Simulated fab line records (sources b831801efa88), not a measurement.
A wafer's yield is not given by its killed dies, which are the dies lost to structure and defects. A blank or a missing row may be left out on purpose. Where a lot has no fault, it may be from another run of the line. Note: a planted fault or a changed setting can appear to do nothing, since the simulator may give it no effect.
A lot that was struck, set against a sound lot	flow gf180mcu	15 out of 602 route steps
Sound: wafers L198.1, L198.3, L198.4. Struck: wafer L210.5 (left out: L210.2, L210.6 of the same lot, which were not struck); the cause appears at the end.
At each step with rows: each side's tool, then ch and its chambers, then its first start. Under that, the readings that differ: sound wafers	struck wafers	difference of the means	sigmas: that difference in standard deviations of wafers without a fault.
alike: readings with means less than 2 such deviations apart, plus words and numbers identical on both sides. not compared: withheld readings, readings lacking a value on some wafer, bounds such as >300 that could conceal the same value, and numbers that have no deviation in the record and whose values overlap.
A row with sigmas, a row that says differs or no value, or rows on one side alone: a step with any of these is where the two part. Numbers that don't overlap but have no deviation are shown without sigmas and don't part them. A reading that every wafer of one side lacks parts them only if that side has two wafers or more.

GF_V4_ETCH_16: etches BARC in N2/H2.
  sound on rieDiel-02 ch 0,1,3, day 27 00:26; struck on rieDiel-03 ch 1, day 30 16:37
reading	sound	struck	difference	sigmas
oesProductAu (a.u.)	0.855 0.858 0.861	0.847	-0.011	-2
  alike: drypumpMotorCurrentA, throttleValvePct
then, 1 step without rows for these wafers: GF_V4_ETCH_17 (etches SiO2 in C4F8/O2/Ar, stops on TiN, target depth 630 nm).
GF_V4_STRIP_18: strips in O2/N2.
  sound on plasmaAsher-04 ch 0,1, day 27 00:34; struck on plasmaAsher-03 ch 0, day 30 16:44
  alike: drypumpMotorCurrentA, heaterPowerW, oesProductAu
  not compared: rfHoursCounterH
then, 2 steps without rows for these wafers: GF_V4_STRIP_19 (strips in post etch residue remover, time 1200 s); GF_V4_CLEAN_20 (cleans in DIW).
GF_V4_SPUTTER_21: material Ti, target thk 15 nm, time 80.02 s.
  sound on pvdSputter-01 at day 27 01:07; struck on pvdSputter-01 at day 30 17:16
  alike: throttleValvePct
GF_V4_SPUTTER_22: material TiN, target thk 10 nm, time 40 s.
  sound on pvdSputter-01 at day 27 01:11; struck on pvdSputter-01 at day 30 17:20
  alike: throttleValvePct
GF_V4_CVD_23: deposits W, target thk 350 nm, time 104.9 s.
  sound on cvdW-01 ch 0,1, day 27 01:13; struck on cvdW-01 ch 1, day 30 17:22
  alike: heaterPowerW
GF_V4_RS_MEAS_24: a four-point-probe measurement.
  sound on filmMetro-04 at day 27 01:20; struck on filmMetro-04 at day 30 17:30
  alike: V4_W_RS
GF_V4_THK_MEAS_25: measures by xrf.
  sound on filmMetro-04 at day 27 01:27; struck on filmMetro-04 at day 30 17:37
  alike: V4_W_THK
then, 2 steps without rows for these wafers: GF_V4_CMP_26 (polishes, stops on SiO2, t overpolish 15 s, target thk 0 nm); GF_MIM_SPUTTER_00 (material Ti, target thk 37.5 nm, time 150 s).
GF_MIM_SPUTTER_01: material TiN, target thk 30 nm, time 25 s.
  sound on pvdSputter-04 at day 27 01:55; struck on pvdSputter-03 at day 30 18:04
reading	sound	struck	difference	sigmas
model.TiN_of_MIM_SPUTTER_01.thkNm (nm)	30.01 29.75 29.72	28.39	-1.44	
  alike: throttleValvePct
then, 1 step without rows for these wafers: GF_MIM_SPUTTER_02 (material AlCu, target thk 450 nm, time 23.9 s).
GF_PASSIVATION_PROBE_99:
  rows exist in the record for the sound wafers here (prober-02, day 31 05:20), none for the struck ones

## WHERE THEY PART
At GF_V4_ETCH_16 first; at GF_PASSIVATION_PROBE_99 last (within this record only).

WHY: the cause the simulator had injected
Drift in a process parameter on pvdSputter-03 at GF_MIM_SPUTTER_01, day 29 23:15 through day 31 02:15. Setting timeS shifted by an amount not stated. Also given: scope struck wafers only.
